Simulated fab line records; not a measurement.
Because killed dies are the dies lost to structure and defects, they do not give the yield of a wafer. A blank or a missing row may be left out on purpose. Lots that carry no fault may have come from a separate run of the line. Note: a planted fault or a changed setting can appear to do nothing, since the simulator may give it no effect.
Tool commonality check    flow gf180mcu    12 lots and 39 wafers in the sample

## WHY IT WAS OPENED
GF_HV_LDD_TW_MEAS_38, reading HV_LDD_3_TW: flagged on 1 of 12 lots. Wafers without a fault read 1432, standard deviation 11.
Rule: a lot gets a flag if all its wafers with a number sit over 4 standard deviations from that mean, or if no wafer of it has a number. As for the other lots, they are considered sound.

lot   measured      on             HV_LDD_3_TW, wafer by wafer  flag
L688  day 11 22:24  film-metro-02  1443 1446 1446               
L694  day 13 18:58  film-metro-04  1424 1410 1417               
L695  day 14 04:43  film-metro-04  1422 1420 1417               
L696  day 14 11:31  film-metro-03  1426 1423 1426               
L697  day 15 00:25  film-metro-03  1432 1434 1429               
L698  day 15 10:18  film-metro-02  30 30 30 30 30 30            FLAGGED
L704  day 17 03:21  film-metro-03  1419 1423 1415               
L705  day 17 12:01  film-metro-04  1423 1425 1415               
L706  day 17 17:38  film-metro-02  1445 1443 1450               
L708  day 18 06:31  film-metro-03  1430 1430 1425               
L709  day 18 14:44  film-metro-04  1420 1432 1439               
L710  day 19 01:14  film-metro-02  1436 1443 1432               
Averaged over the flagged lots the numbers come to 30, -1402 from the usual (-99 or more standard deviations).

## EACH LOT AND THE TOOL IT RAN ON
The record keeps 1 process step preceding the reading, out of 602 steps on the route. Every cell lists first the tool, next ch and the chambers used by the sampled wafers, and last the start.
lot   flag     GF_HV_LDD_EXPOSE_28
L688           iline-stepper-02 ch 0, day 11 12:20
L694           iline-stepper-01 ch 0, day 13 07:36
L695           iline-stepper-02 ch 0, day 13 18:00
L696           iline-stepper-02 ch 0, day 14 00:40
L697           iline-stepper-01 ch 0, day 14 13:35
L698  FLAGGED  iline-stepper-02 ch 0, day 14 22:53
L704           iline-stepper-02 ch 0, day 16 15:11
L705           iline-stepper-01 ch 0, day 17 00:01
L706           iline-stepper-01 ch 0, day 17 05:43
L708           iline-stepper-01 ch 0, day 17 18:16
L709           iline-stepper-02 ch 0, day 18 02:40
L710           iline-stepper-02 ch 0, day 18 12:21
What these steps do:
- GF_HV_LDD_EXPOSE_28: exposes mask Nplus HV AREA, target cd 400 nm.
- GF_HV_LDD_TW_MEAS_38

## FLAGGED AGAINST TOTAL, ONE TOOL AT A TIME (gauges that did the reading follow at the end)
step                  tool              lots run  flagged  share of the flagged lots  sound lots run after its first flagged lot
GF_HV_LDD_EXPOSE_28   iline-stepper-01  5         0        none                       -
GF_HV_LDD_EXPOSE_28   iline-stepper-02  7         1        all                        3 (L704,L709,L710)
GF_HV_LDD_TW_MEAS_38  film-metro-02     4         1        all                        2 (L706,L710)
GF_HV_LDD_TW_MEAS_38  film-metro-03     4         0        none                       -
GF_HV_LDD_TW_MEAS_38  film-metro-04     4         0        none                       -

## WHAT THE TABLE ALLOWS
2 rows of the table ran every flagged lot: iline-stepper-02 at GF_HV_LDD_EXPOSE_28, film-metro-02 at GF_HV_LDD_TW_MEAS_38.
- iline-stepper-02 at GF_HV_LDD_EXPOSE_28: 1 of its 7 lots flagged. Sound lots followed the first flagged one (L704, L709, L710) on it, something a lasting fault affecting the whole tool could not allow.
- film-metro-02 at GF_HV_LDD_TW_MEAS_38: 1 of its 4 lots flagged. Sound lots followed the first flagged one (L706, L710) on it, something a lasting fault affecting the whole tool could not allow.
Every row of the table either missed a flagged lot or ran a sound lot after the first.

## WHAT THE SIMULATOR HAD INSERTED
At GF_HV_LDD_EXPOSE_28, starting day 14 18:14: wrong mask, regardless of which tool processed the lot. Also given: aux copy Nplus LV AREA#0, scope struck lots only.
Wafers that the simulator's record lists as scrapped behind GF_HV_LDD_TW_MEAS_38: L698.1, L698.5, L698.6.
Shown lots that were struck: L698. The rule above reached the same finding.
